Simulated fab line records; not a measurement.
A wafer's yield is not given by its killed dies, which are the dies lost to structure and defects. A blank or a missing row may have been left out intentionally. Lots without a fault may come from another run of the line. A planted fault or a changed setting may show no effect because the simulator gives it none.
Which tool was responsible?    flow sky130    12 lots, 36 wafers sampled, at 4 steps of a route of 708

## WHAT THE GAUGES READ, wafer by wafer
SKY_VIA4_BOW_MEAS_03. Usual: VIA4_BOW gives 81 um (standard deviation 8.2).
lot   measured      on             VIA4_BOW (um)  flag
L388  day 42 04:48  film-metro-02  78 84 88       
L389  day 42 06:52  film-metro-04  100 82 94      
L391  day 42 22:28  film-metro-02  79 64 75       
L394  day 43 13:27  film-metro-04  76 76 73       
L399  day 44 23:22  film-metro-04  83 84 67       
L401  day 46 17:19  film-metro-02  84 102 87      
L406  day 46 21:40  film-metro-04  79 70 81       
L407  day 46 21:44  film-metro-01  74 84 84       
L408  day 47 01:40  film-metro-04  91 96 97       
L409  day 47 18:14  film-metro-02  69 69 70       
L410  day 47 20:23  film-metro-02  87 83 85       
L411  day 48 02:06  film-metro-02  72 54 71       

SKY_PASSIVATION_THK_MEAS_03. Usual: PASSIVATION_CVD_02_THK gives 540 nm (standard deviation 7.9).
lot   measured      on             PASSIVATION_CVD_02_THK (nm)  flag
L388  day 44 05:52  film-metro-02  533 547 550                  
L389  day 44 07:30  film-metro-03  534 537 554                  
L391  day 44 22:48  film-metro-01  540 545 549                  
L394  day 45 12:42  film-metro-03  542 540 548                  
L399  day 46 21:28  film-metro-02  539 531 546                  
L401  day 48 11:31  film-metro-03  536 539 542                  
L406  day 48 15:32  film-metro-03  542 552 544                  
L407  day 48 15:31  film-metro-01  541 551 548                  
L408  day 48 18:52  film-metro-03  541 547 546                  
L409  day 49 10:07  film-metro-03  523 538 537                  
L410  day 49 12:22  film-metro-02  530 538 534                  
L411  day 49 16:50  film-metro-03  533 551 540                  

## WHICH TOOL RAN EACH LOT (tool, then ch and the chambers of the sampled wafers, then the start)
lot   SKY_METAL1_STRIP_20                   SKY_METAL5_STRIP_16
L388  plasma-asher-04 ch 0,1, day 33 04:45  plasma-asher-04 ch 0,1, day 44 04:56
L389  plasma-asher-02 ch 0,1, day 33 05:39  plasma-asher-04 ch 0,1, day 44 06:34
L391  plasma-asher-01 ch 0,1, day 34 00:19  plasma-asher-04 ch 0,1, day 44 21:52
L394  plasma-asher-02 ch 0,1, day 34 16:30  plasma-asher-02 ch 0,1, day 45 11:47
L399  plasma-asher-02 ch 0,1, day 36 06:43  plasma-asher-03 ch 0,1, day 46 20:22
L401  plasma-asher-01 ch 0,1, day 38 08:03  plasma-asher-04 ch 0,1, day 48 10:26
L406  plasma-asher-01 ch 0,1, day 38 11:53  plasma-asher-03 ch 0,1, day 48 14:08
L407  plasma-asher-04 ch 0,1, day 38 16:30  plasma-asher-04 ch 0,1, day 48 14:08
L408  plasma-asher-02 ch 0,1, day 38 21:38  plasma-asher-04 ch 0,1, day 48 17:57
L409  plasma-asher-01 ch 0,1, day 39 12:12  plasma-asher-03 ch 0,1, day 49 09:12
L410  plasma-asher-04 ch 0,1, day 39 18:41  plasma-asher-03 ch 0,1, day 49 11:28
L411  plasma-asher-02 ch 0,1, day 40 03:27  plasma-asher-02 ch 0,1, day 49 15:55
- SKY_METAL1_STRIP_20: strips in O2/N2.
- SKY_METAL5_STRIP_16: strips in O2/N2.

## WHAT THE TOOLS THEMSELVES READ (means of the sampled wafers that have a number; where no wafer has one, the mark that the record gives instead)
SKY_METAL1_STRIP_20. Usual: drypump-motor-current-A 5.9 A, standard deviation 0.52; o2-flow-sccm 3002 sccm, standard deviation 8.4; oes-product-au 0.344 a.u., standard deviation 0.0051; strip-time-to-endpoint-s 2.72 s, standard deviation 0.049.
lot   tool             drypump-motor-current-A (A)  o2-flow-sccm (sccm)  oes-product-au (a.u.)  strip-time-to-endpoint-s (s)  flag
L388  plasma-asher-04  5.6                          3002                 0.348                  2.75                          
L389  plasma-asher-02  6.4                          3001                 0.342                  2.73                          
L391  plasma-asher-01  5.7                          2988                 0.346                  2.73                          
L394  plasma-asher-02  6.1                          3003                 0.345                  2.73                          
L399  plasma-asher-02  6.1                          3011                 0.343                  2.75                          
L401  plasma-asher-01  5.4                          3000                 0.346                  2.73                          
L406  plasma-asher-01  5.4                          3017                 0.347                  2.72                          
L407  plasma-asher-04  5.6                          3004                 0.340                  2.66                          
L408  plasma-asher-02  6.1                          3005                 0.343                  2.70                          
L409  plasma-asher-01  5.7                          2990                 0.343                  2.75                          
L410  plasma-asher-04  5.6                          3008                 0.344                  2.75                          
L411  plasma-asher-02  6.1                          2996                 0.341                  2.71                          

SKY_METAL5_STRIP_16. Usual: drypump-motor-current-A 5.8 A, standard deviation 0.38; o2-flow-sccm 3000 sccm, standard deviation 9.9; oes-product-au 0.710 a.u., standard deviation 0.0046; strip-time-to-endpoint-s 13.17 s, standard deviation 0.14.
lot   tool             drypump-motor-current-A (A)  o2-flow-sccm (sccm)  oes-product-au (a.u.)  strip-time-to-endpoint-s (s)  flag
L388  plasma-asher-04  5.9                          3004                 0.709                  13.06                         
L389  plasma-asher-04  5.6                          3009                 0.711                  13.25                         
L391  plasma-asher-04  5.9                          2977                 0.715                  12.97                         
L394  plasma-asher-02  6.1                          3002                 0.710                  13.29                         
L399  plasma-asher-03  5.7                          2993                 0.710                  13.04                         
L401  plasma-asher-04  5.6                          2999                 0.708                  13.27                         
L406  plasma-asher-03  5.7                          3001                 0.714                  13.21                         
L407  plasma-asher-04  5.9                          3005                 0.706                  13.25                         
L408  plasma-asher-04  5.9                          2994                 0.708                  13.23                         
L409  plasma-asher-03  5.7                          3003                 0.710                  13.28                         
L410  plasma-asher-03  5.7                          2997                 0.709                  13.20                         
L411  plasma-asher-02  6.4                          2995                 0.709                  13.30                         

## THE ANSWER, worked out from the rows above alone
Rule: a lot is off if the mean of its wafers that have a number lies more than 3 standard deviations from the usual mean. A lot without any number at a reading at which 4 lots or more have one is off too. Any other lot the step has rows for is counted as sound. After the gauges, taken in route order, come the tools' own readings; for these a lot's mean is taken, as printed above. The first step at which some lot is off is used, and at that step the reading that is off furthest; a lot without a number counts as furthest.
No lot is off on any of the readings shown, so nothing can be concluded from this.

## WHAT THE SIMULATOR HAD PUT IN
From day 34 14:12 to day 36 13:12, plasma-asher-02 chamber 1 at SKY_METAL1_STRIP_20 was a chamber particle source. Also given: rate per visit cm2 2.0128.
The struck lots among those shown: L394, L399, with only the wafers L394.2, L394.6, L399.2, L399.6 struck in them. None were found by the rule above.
